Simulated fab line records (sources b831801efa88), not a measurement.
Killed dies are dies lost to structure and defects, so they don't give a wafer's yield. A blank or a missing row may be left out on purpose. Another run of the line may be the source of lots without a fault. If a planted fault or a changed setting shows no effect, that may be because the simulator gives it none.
fab line records	flow gf180mcu
record: lots: 24	wafers: 72	last-day: 34
route steps=602 shown SAB@274 M2@376 V3@430 M5@533 V5@557
lots with no fault: from the same line, run without faults
start-h: start of the lot's first displayed wafer, in hours after the record's first day	wait-h: time in hours since the lot's previous step	" repeats the value in the row above	L1.1+2: a single row standing in for several wafers	- value missing, or start not given	* or withheld: withheld	< > ~ a bound
route shown NAME@n: a module of which the file shows steps, and the number in the route of the first	usual: mean/standard deviation taken from wafers without a fault	same: alike in all rows	chamber/n: place in a boat	sites: per-site readings	_std_site: how widely they spread, as a standard deviation	_edge_site: the outer-site mean with the inner-site mean subtracted	radius-mm: how far each site lies from the wafer's centre	mask NAME#n: copy n	behind: tool/chamber where the wafer was last shaped	hold: why the lot went on hold/how many hours it stayed there/how the hold came to an end	device: names the non-switching transistor (n, p or np)	end of line: the tests these same wafers got at the end of their route	a step with no rows: only its recipe	killed: the dies lost at the first sort to structure and to defects; this is not the yield of the wafer	map: a wafer's dies, marking killed ones x, the rest . and places with no die _
set.NAME: the setting the step ran with; set.NAME@STEP: the setting that earlier step ran with	model.NAME: the simulator's own value behind a step, which no gauge read
route steps across a sampled set of lots; one table per step, one row per wafer
services: a tool's chamber out of use, with start hour (start-h, from the record's first day; less than 0 if before it), hours out, and reason
== steps ==
step: GF_SAB_OVL_MEAS_10
usual: SAB_OVL: 0.0/1.4
lot.wafer	tool	chamber	start-h	wait-h	SAB_OVL[nm]
L074.1	overlay-01	-	345.50	0.1	-2.3
L074.4	"	-	"	"	-0.7
L074.6	"	-	"	"	-2.2
L075.1	overlay-01	-	350.70	0.1	-0.1
L075.2	"	-	"	"	0.9
L075.3	"	-	"	"	-0.1
L076.2	overlay-01	-	365.58	0.1	-0.3
L076.3	"	-	"	"	-0.1
L076.5	"	-	"	"	-1.1
L077.2	overlay-01	-	382.05	0.1	0.3
L077.4	"	-	"	"	1.5
L077.5	"	-	"	"	3.3
L078.1	overlay-01	-	391.14	0.1	0.4
L078.2	"	-	"	"	0.8
L078.3	"	-	"	"	-0.2
L079.2	overlay-02	-	405.83	0.1	-1.0
L079.3	"	-	"	"	1.3
L079.4	"	-	"	"	-1.9
L081.3	overlay-02	-	409.73	0.1	1.4
L081.5	"	-	"	"	1.8
L081.6	"	-	"	"	0.6
L080.1	overlay-01	-	414.25	0.1	2.4
L080.4	"	-	"	"	0.9
L080.5	"	-	"	"	0.6
L082.1	overlay-01	-	420.99	0.1	1.6
L082.3	"	-	"	"	1.1
L082.5	"	-	"	"	1.1
L084.3	overlay-01	-	433.46	0.1	1.7
L084.4	"	-	"	"	0.4
L084.5	"	-	"	"	0.9
L083.1	overlay-01	-	438.75	0.1	0.7
L083.2	"	-	"	"	1.9
L083.4	"	-	"	"	-0.9
L085.3	overlay-01	-	449.16	0.1	-2.0
L085.4	"	-	"	"	-1.1
L085.6	"	-	"	"	0.2
L086.2	overlay-02	-	451.55	0.1	-2.1
L086.3	"	-	"	"	0.2
L086.6	"	-	"	"	-0.8
L087.2	overlay-02	-	460.72	0.1	0.3
L087.3	"	-	"	"	0.6
L087.6	"	-	"	"	0.2
L088.1	overlay-01	-	471.77	0.1	0.4
L088.2	"	-	"	"	1.3
L088.3	"	-	"	"	-0.4
L090.1	overlay-02	-	489.42	0.1	0.2
L090.4	"	-	"	"	-1.5
L090.6	"	-	"	"	0.6
L089.1	overlay-01	-	491.87	0.1	0.1
L089.3	"	-	"	"	1.1
L089.4	"	-	"	"	2.0
L091.1	overlay-02	-	496.37	0.1	-2.3
L091.2	"	-	"	"	-3.8
L091.3	"	-	"	"	-2.6
L092.4	overlay-02	-	511.06	0.1	-1.2
L092.5	"	-	"	"	1.0
L092.6	"	-	"	"	1.3
L093.3	overlay-02	-	519.41	0.1	-3.4
L093.5	"	-	"	"	-2.4
L093.6	"	-	"	"	-0.5
L094.2	overlay-02	-	520.65	0.1	-0.8
L094.4	"	-	"	"	1.7
L094.5	"	-	"	"	-0.7
L095.3	overlay-02	-	525.85	0.1	-1.6
L095.4	"	-	"	"	-0.8
L095.6	"	-	"	"	0.6
L097.3	overlay-02	-	542.76	0.1	-0.7
L097.4	"	-	"	"	-0.5
L097.6	"	-	"	"	-0.8
L096.1	overlay-01	-	545.24	0.1	-1.1
L096.2	"	-	"	"	-0.3
L096.5	"	-	"	"	0.4
step: GF_M2_CD_MEAS_14
recipe: target-cd-nm: 280
usual: cd-nm: 279.6/1.1
lot.wafer	tool	chamber	start-h	wait-h	cd-nm
L074.1	cd-sem-01	-	446.38	0.1	278.8
L074.4	"	-	"	"	278.7
L074.6	"	-	"	"	278.9
L075.1	cd-sem-01	-	451.77	0.1	278.0
L075.2	"	-	"	"	279.6
L075.3	"	-	"	"	278.3
L076.2	cd-sem-01	-	467.64	0.1	279.2
L076.3	"	-	"	"	279.8
L076.5	"	-	"	"	280.2
L077.2	cd-sem-01	-	485.24	0.1	280.5
L077.4	"	-	"	"	280.1
L077.5	"	-	"	"	279.4
L078.1	cd-sem-01	-	495.12	0.1	278.4
L078.2	"	-	"	"	278.6
L078.3	"	-	"	"	278.7
L079.2	cd-sem-01	-	509.72	0.1	278.2
L079.3	"	-	"	"	277.6
L079.4	"	-	"	"	278.2
L081.3	cd-sem-01	-	513.71	0.1	279.3
L081.5	"	-	"	"	278.6
L081.6	"	-	"	"	279.9
L080.1	cd-sem-02	-	518.32	0.1	280.6
L080.4	"	-	"	"	280.2
L080.5	"	-	"	"	280.5
L082.1	cd-sem-01	-	526.17	0.1	280.9
L082.3	"	-	"	"	280.9
L082.5	"	-	"	"	280.4
L084.3	cd-sem-02	-	536.91	0.1	279.5
L084.4	"	-	"	"	278.6
L084.5	"	-	"	"	278.6
L083.1	cd-sem-01	-	542.02	0.1	279.4
L083.2	"	-	"	"	279.0
L083.4	"	-	"	"	279.0
L085.3	cd-sem-02	-	551.44	0.1	279.1
L085.4	"	-	"	"	279.7
L085.6	"	-	"	"	279.0
L086.2	cd-sem-02	-	552.44	0.2	278.7
L086.3	"	-	"	"	278.8
L086.6	"	-	"	"	278.5
L087.2	cd-sem-01	-	563.07	0.1	279.6
L087.3	"	-	"	"	279.6
L087.6	"	-	"	"	279.8
L088.1	cd-sem-01	-	572.20	0.1	281.9
L088.2	"	-	"	"	281.2
L088.3	"	-	"	"	282.2
L090.1	cd-sem-01	-	589.37	0.2	279.2
L090.4	"	-	"	"	280.2
L090.6	"	-	"	"	279.0
L089.1	cd-sem-01	-	589.97	0.1	279.0
L089.3	"	-	"	"	279.1
L089.4	"	-	"	"	279.5
L091.1	cd-sem-01	-	593.77	0.1	281.2
L091.2	"	-	"	"	280.9
L091.3	"	-	"	"	280.9
L092.4	cd-sem-02	-	606.46	0.1	280.7
L092.5	"	-	"	"	280.0
L092.6	"	-	"	"	280.6
L093.3	cd-sem-02	-	614.51	0.1	280.6
L093.5	"	-	"	"	280.0
L093.6	"	-	"	"	280.7
L094.2	cd-sem-01	-	616.42	0.1	278.2
L094.4	"	-	"	"	278.0
L094.5	"	-	"	"	278.3
L095.3	cd-sem-02	-	620.66	0.1	281.6
L095.4	"	-	"	"	281.4
L095.6	"	-	"	"	281.3
L097.3	cd-sem-01	-	635.66	0.1	280.0
L097.4	"	-	"	"	279.1
L097.6	"	-	"	"	280.4
L096.1	cd-sem-01	-	638.02	0.1	279.4
L096.2	"	-	"	"	278.5
L096.5	"	-	"	"	278.3
step: GF_V3_THK_MEAS_01
recipe: reads: SiO2_of_V3_CVD_00
usual: V3_CVD_00_THK: 599/5.4
lot.wafer	tool	chamber	start-h	wait-h	V3_CVD_00_THK[nm]
L074.1	film-metro-04	-	499.65	0.0	588
L074.4	"	-	"	"	595
L074.6	"	-	"	"	589
L075.1	film-metro-02	-	505.24	0.0	609
L075.2	"	-	"	"	609
L075.3	"	-	"	"	605
L076.2	film-metro-02	-	521.11	0.0	597
L076.3	"	-	"	"	594
L076.5	"	-	"	"	598
L077.2	film-metro-03	-	537.25	0.0	595
L077.4	"	-	"	"	603
L077.5	"	-	"	"	592
L078.1	film-metro-04	-	547.43	0.0	600
L078.2	"	-	"	"	599
L078.3	"	-	"	"	595
L079.2	film-metro-03	-	561.09	0.0	606
L079.3	"	-	"	"	598
L079.4	"	-	"	"	600
L081.3	film-metro-02	-	564.11	0.1	594
L081.5	"	-	"	"	592
L081.6	"	-	"	"	601
L080.1	film-metro-03	-	568.47	0.1	587
L080.4	"	-	"	"	590
L080.5	"	-	"	"	589
L082.1	film-metro-04	-	576.08	0.0	599
L082.3	"	-	"	"	594
L082.5	"	-	"	"	597
L084.3	film-metro-03	-	586.12	0.1	598
L084.4	"	-	"	"	599
L084.5	"	-	"	"	601
L083.1	film-metro-03	-	591.12	0.0	603
L083.2	"	-	"	"	599
L083.4	"	-	"	"	603
L085.3	film-metro-02	-	599.74	0.1	605
L085.4	"	-	"	"	605
L085.6	"	-	"	"	598
L086.2	film-metro-02	-	601.15	0.0	596
L086.3	"	-	"	"	594
L086.6	"	-	"	"	600
L087.2	film-metro-02	-	610.41	0.0	606
L087.3	"	-	"	"	604
L087.6	"	-	"	"	605
L088.1	film-metro-04	-	619.93	0.0	598
L088.2	"	-	"	"	602
L088.3	"	-	"	"	597
L090.1	film-metro-03	-	635.45	0.0	608
L090.4	"	-	"	"	601
L090.6	"	-	"	"	606
L089.1	film-metro-04	-	636.13	0.0	604
L089.3	"	-	"	"	601
L089.4	"	-	"	"	598
L091.1	film-metro-02	-	640.90	0.1	600
L091.2	"	-	"	"	600
L091.3	"	-	"	"	595
L092.4	film-metro-02	-	651.65	0.0	608
L092.5	"	-	"	"	600
L092.6	"	-	"	"	611
L093.3	film-metro-03	-	659.95	0.1	599
L093.5	"	-	"	"	597
L093.6	"	-	"	"	600
L094.2	film-metro-02	-	661.31	0.0	597
L094.4	"	-	"	"	594
L094.5	"	-	"	"	599
L095.3	film-metro-03	-	665.97	0.1	610
L095.4	"	-	"	"	607
L095.6	"	-	"	"	610
L097.3	film-metro-02	-	679.59	0.1	593
L097.4	"	-	"	"	594
L097.6	"	-	"	"	600
L096.1	film-metro-04	-	681.63	0.0	600
L096.2	"	-	"	"	605
L096.5	"	-	"	"	600
step: GF_V3_BOW_MEAS_05
recipe: mode: bow
usual: V3_BOW: 117/7.7
lot.wafer	tool	chamber	start-h	wait-h	V3_BOW[um]
L074.1	film-metro-04	-	500.14	0.1	126
L074.4	"	-	"	"	110
L074.6	"	-	"	"	122
L075.1	film-metro-02	-	505.73	0.2	108
L075.2	"	-	"	"	106
L075.3	"	-	"	"	118
L076.2	film-metro-04	-	521.61	0.3	118
L076.3	"	-	"	"	132
L076.5	"	-	"	"	113
L077.2	film-metro-03	-	537.75	0.1	126
L077.4	"	-	"	"	108
L077.5	"	-	"	"	128
L078.1	film-metro-02	-	547.92	0.2	123
L078.2	"	-	"	"	124
L078.3	"	-	"	"	121
L079.2	film-metro-02	-	561.59	0.2	110
L079.3	"	-	"	"	121
L079.4	"	-	"	"	118
L081.3	film-metro-03	-	564.62	0.1	124
L081.5	"	-	"	"	124
L081.6	"	-	"	"	118
L080.1	film-metro-02	-	568.96	0.1	129
L080.4	"	-	"	"	120
L080.5	"	-	"	"	120
L082.1	film-metro-02	-	576.57	0.1	129
L082.3	"	-	"	"	124
L082.5	"	-	"	"	123
L084.3	film-metro-03	-	586.63	0.2	131
L084.4	"	-	"	"	123
L084.5	"	-	"	"	120
L083.1	film-metro-03	-	591.64	0.1	119
L083.2	"	-	"	"	120
L083.4	"	-	"	"	111
L085.3	film-metro-03	-	600.27	0.1	106
L085.4	"	-	"	"	113
L085.6	"	-	"	"	119
L086.2	film-metro-03	-	601.65	0.3	126
L086.3	"	-	"	"	120
L086.6	"	-	"	"	112
L087.2	film-metro-04	-	610.91	0.2	128
L087.3	"	-	"	"	101
L087.6	"	-	"	"	102
L088.1	film-metro-03	-	620.41	0.1	108
L088.2	"	-	"	"	123
L088.3	"	-	"	"	125
L090.1	film-metro-03	-	635.94	0.2	131
L090.4	"	-	"	"	127
L090.6	"	-	"	"	113
L089.1	film-metro-03	-	636.62	0.2	128
L089.3	"	-	"	"	118
L089.4	"	-	"	"	112
L091.1	film-metro-03	-	641.42	0.1	105
L091.2	"	-	"	"	116
L091.3	"	-	"	"	112
L092.4	film-metro-04	-	652.32	0.3	116
L092.5	"	-	"	"	119
L092.6	"	-	"	"	118
L093.3	film-metro-02	-	660.46	0.2	119
L093.5	"	-	"	"	103
L093.6	"	-	"	"	113
L094.2	film-metro-03	-	661.81	0.1	120
L094.4	"	-	"	"	110
L094.5	"	-	"	"	117
L095.3	film-metro-03	-	666.48	0.2	117
L095.4	"	-	"	"	112
L095.6	"	-	"	"	120
L097.3	film-metro-02	-	680.10	0.2	121
L097.4	"	-	"	"	124
L097.6	"	-	"	"	121
L096.1	film-metro-03	-	682.12	0.1	117
L096.2	"	-	"	"	126
L096.5	"	-	"	"	110
step: GF_M5_CD_MEAS_07
recipe: target-cd-nm: 280
usual: cd-nm: 279.8/1.1
lot.wafer	tool	chamber	start-h	wait-h	cd-nm
L074.1	cd-sem-02	-	619.42	0.1	279.9
L074.4	"	-	"	"	278.9
L074.6	"	-	"	"	279.6
L075.1	cd-sem-02	-	623.62	0.1	278.0
L075.2	"	-	"	"	277.4
L075.3	"	-	"	"	276.5
L076.2	cd-sem-01	-	637.23	0.1	281.7
L076.3	"	-	"	"	281.4
L076.5	"	-	"	"	282.7
L077.2	cd-sem-02	-	650.03	0.1	278.2
L077.4	"	-	"	"	280.2
L077.5	"	-	"	"	279.1
L078.1	cd-sem-01	-	659.77	0.1	280.2
L078.2	"	-	"	"	279.9
L078.3	"	-	"	"	280.3
L079.2	cd-sem-02	-	669.99	0.1	280.9
L079.3	"	-	"	"	279.3
L079.4	"	-	"	"	279.9
L081.3	cd-sem-02	-	673.46	0.1	278.9
L081.5	"	-	"	"	279.7
L081.6	"	-	"	"	279.6
L080.1	cd-sem-01	-	678.02	0.1	281.3
L080.4	"	-	"	"	279.8
L080.5	"	-	"	"	280.0
L082.1	cd-sem-02	-	685.18	0.1	279.3
L082.3	"	-	"	"	279.4
L082.5	"	-	"	"	280.1
L084.3	cd-sem-02	-	692.91	0.1	279.4
L084.4	"	-	"	"	279.1
L084.5	"	-	"	"	279.4
L083.1	cd-sem-02	-	698.47	0.1	280.2
L083.2	"	-	"	"	278.6
L083.4	"	-	"	"	279.7
L085.3	cd-sem-02	-	706.16	0.1	280.0
L085.4	"	-	"	"	280.1
L085.6	"	-	"	"	278.5
L086.2	cd-sem-01	-	706.49	0.1	279.4
L086.3	"	-	"	"	279.1
L086.6	"	-	"	"	279.0
L087.2	cd-sem-01	-	714.58	0.1	280.0
L087.3	"	-	"	"	278.9
L087.6	"	-	"	"	279.0
L088.1	cd-sem-02	-	722.77	0.1	279.7
L088.2	"	-	"	"	279.5
L088.3	"	-	"	"	279.3
L090.1	cd-sem-01	-	735.72	0.1	279.6
L090.4	"	-	"	"	279.8
L090.6	"	-	"	"	280.3
L089.1	cd-sem-01	-	735.84	0.1	279.9
L089.3	"	-	"	"	278.7
L089.4	"	-	"	"	279.5
L091.1	cd-sem-01	-	741.32	0.1	280.2
L091.2	"	-	"	"	279.8
L091.3	"	-	"	"	280.6
L092.4	cd-sem-01	-	752.88	0.1	279.3
L092.5	"	-	"	"	279.9
L092.6	"	-	"	"	279.5
L093.3	cd-sem-01	-	757.66	0.1	279.9
L093.5	"	-	"	"	280.7
L093.6	"	-	"	"	281.8
L094.2	cd-sem-01	-	758.93	0.2	280.9
L094.4	"	-	"	"	281.1
L094.5	"	-	"	"	281.2
L095.3	cd-sem-01	-	764.81	0.1	281.8
L095.4	"	-	"	"	280.8
L095.6	"	-	"	"	281.6
L097.3	cd-sem-01	-	774.36	0.1	280.4
L097.4	"	-	"	"	278.1
L097.6	"	-	"	"	279.4
L096.1	cd-sem-01	-	775.66	0.2	278.9
L096.2	"	-	"	"	280.3
L096.5	"	-	"	"	278.0
step: GF_V5_ETCH_17
recipe: chemistry: C4F8/O2/Ar	mask-material: KrF	target: SiO2	stop-on: TiN	source-w: 1500	bias-w: 1200	pressure-mtorr: 40	c4f8-flow-sccm: withheld	O2_flow_sccm: 6	Ar_flow_sccm: 300	time-s: withheld	target-depth-a: 8550
usual: oes-product-au: 0.859/0.0041
lot.wafer	tool	chamber	start-h	wait-h	oes-product-au
L074.1	rie-diel-04	3	-	-	0.853
L074.4	"	3	"	"	0.854
L074.6	"	0	"	"	0.864
L075.1	rie-diel-04	3	-	-	0.859
L075.2	"	1	"	"	0.863
L075.3	"	3	"	"	0.852
L076.2	rie-diel-04	3	-	-	0.863
L076.3	"	2	"	"	0.862
L076.5	"	0	"	"	0.864
L077.2	rie-diel-03	3	-	-	0.863
L077.4	"	0	"	"	0.863
L077.5	"	3	"	"	0.862
L078.1	rie-diel-04	2	-	-	0.862
L078.2	"	1	"	"	0.864
L078.3	"	0	"	"	0.857
L079.2	rie-diel-02	1	-	-	0.854
L079.3	"	0	"	"	0.859
L079.4	"	0	"	"	0.857
L081.3	rie-diel-02	0	-	-	0.863
L081.5	"	0	"	"	0.863
L081.6	"	1	"	"	0.863
L080.1	rie-diel-02	0	-	-	0.862
L080.4	"	1	"	"	0.859
L080.5	"	2	"	"	0.857
L082.1	rie-diel-04	3	-	-	0.858
L082.3	"	1	"	"	0.855
L082.5	"	3	"	"	0.854
L084.3	rie-diel-04	0	-	-	0.855
L084.4	"	2	"	"	0.858
L084.5	"	2	"	"	0.862
L083.1	rie-diel-03	3	-	-	0.863
L083.2	"	2	"	"	0.865
L083.4	"	0	"	"	0.857
L085.3	rie-diel-03	2	-	-	0.851
L085.4	"	0	"	"	0.855
L085.6	"	2	"	"	0.855
L086.2	rie-diel-02	3	-	-	0.855
L086.3	"	2	"	"	0.865
L086.6	"	3	"	"	0.855
L087.2	rie-diel-02	2	-	-	0.861
L087.3	"	1	"	"	0.862
L087.6	"	2	"	"	0.862
L088.1	rie-diel-03	1	-	-	0.865
L088.2	"	2	"	"	0.866
L088.3	"	0	"	"	0.862
L090.1	rie-diel-02	3	-	-	0.860
L090.4	"	2	"	"	0.861
L090.6	"	1	"	"	0.855
L089.1	rie-diel-04	3	-	-	0.855
L089.3	"	0	"	"	0.866
L089.4	"	1	"	"	0.857
L091.1	rie-diel-03	2	-	-	0.863
L091.2	"	3	"	"	0.856
L091.3	"	1	"	"	0.853
L092.4	rie-diel-02	3	-	-	0.856
L092.5	"	3	"	"	0.861
L092.6	"	2	"	"	0.858
L093.3	rie-diel-03	1	-	-	0.861
L093.5	"	1	"	"	0.856
L093.6	"	2	"	"	0.859
L094.2	rie-diel-03	2	-	-	0.861
L094.4	"	3	"	"	0.853
L094.5	"	2	"	"	0.861
L095.3	rie-diel-03	2	-	-	0.862
L095.4	"	1	"	"	0.858
L095.6	"	2	"	"	0.859
L097.3	rie-diel-04	0	-	-	0.860
L097.4	"	2	"	"	0.864
L097.6	"	1	"	"	0.861
L096.1	rie-diel-02	0	-	-	0.852
L096.2	"	1	"	"	0.862
L096.5	"	2	"	"	0.861
== services ==
tool	chamber	start-h	hours	kind
rie-diel-04	2	636.09	-	clean
rie-diel-04	2	636.09	14.7	scheduled-down
rie-diel-04	2	636.09	14.7	vent-cycle
rie-diel-04	1	639.03	5.0	repair
rie-diel-04	0	645.29	13.5	repair
rie-diel-03	1	654.82	59.3	repair
rie-diel-02	3	672.21	9.9	repair
rie-diel-03	2	675.64	2.6	repair
rie-diel-02	3	682.10	-	clean
rie-diel-02	3	682.10	19.7	scheduled-down
rie-diel-02	3	682.10	19.7	vent-cycle
rie-diel-04	0	687.03	-	clean
rie-diel-04	0	687.03	19.3	scheduled-down
rie-diel-04	0	687.03	19.3	vent-cycle
rie-diel-04	2	687.17	13.0	repair
rie-diel-03	0	692.34	3.4	repair
rie-diel-02	0	701.82	-	clean
rie-diel-04	0	723.44	2.7	repair
rie-diel-04	1	733.38	19.6	repair
rie-diel-04	3	741.27	4.5	repair
rie-diel-04	3	758.13	3.8	repair
rie-diel-04	2	787.77	2.5	repair
rie-diel-02	3	790.27	10.7	repair
rie-diel-04	-	792.40	2.8	pm
== key ==
fault none
